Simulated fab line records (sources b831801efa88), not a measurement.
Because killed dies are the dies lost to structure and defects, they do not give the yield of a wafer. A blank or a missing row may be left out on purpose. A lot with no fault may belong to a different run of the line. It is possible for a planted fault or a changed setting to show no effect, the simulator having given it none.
Chamber matching ; flow sky130 ; 4 sister chambers for SKY_VIA3_CMP_24 on cmp-01
The step polishes, stops on SiO2, t overpolish 20 s, target thk 0 nm. 4 wafers are shown with their chamber, then 10 later ones without.

## WAFERS WITH THEIR CHAMBER
wafer;chamber;motor-current-A (A)
L621.1;1;11.4
L621.3;0;10.5
L628.2;3;10.8
L628.4;2;9.8

## WAFERS WITH NO CHAMBER GIVEN
wafer;motor-current-A (A)
L628.6;10.1
L626.2;10.7
L626.5;9.9
L626.6;11.7
L633.3;10.2
L633.4;10.4
L633.5;10.5
L634.2;11.3
L634.3;10.9
L634.4;9.8

## THE CHAMBER EACH PASSED THROUGH
wafer;from the rows above;in truth
L628.6;can't be placed: 2 or 0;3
L626.2;can't be placed: 3 or 0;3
L626.5;2;2
L626.6;1;1
L633.3;can't be placed: 0 or 2 or 3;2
L633.4;can't be placed: 0 or 3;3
L633.5;can't be placed: 0 or 3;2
L634.2;1;1
L634.3;can't be placed: 3 or 0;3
L634.4;2;2
Correctly placed: 4 of 10. These rows do not allow placing 6 (true chamber among the candidates in 4). Number placed wrongly: 0.
How it was worked out, from the rows above alone: a wafer's distance from a chamber is the root of the sum, over the readings, of the square of ((its reading less the chamber's mean) divided by the reading's scatter). If the next closest chamber is less than 2 further off than the closest, the wafer can't be placed; otherwise it belongs to the closest. Each chamber's mean is taken over the wafers shown for it. The scatter: root of mean squared gap, hidden wafer to nearest shown wafer, with one shown wafer a chamber.
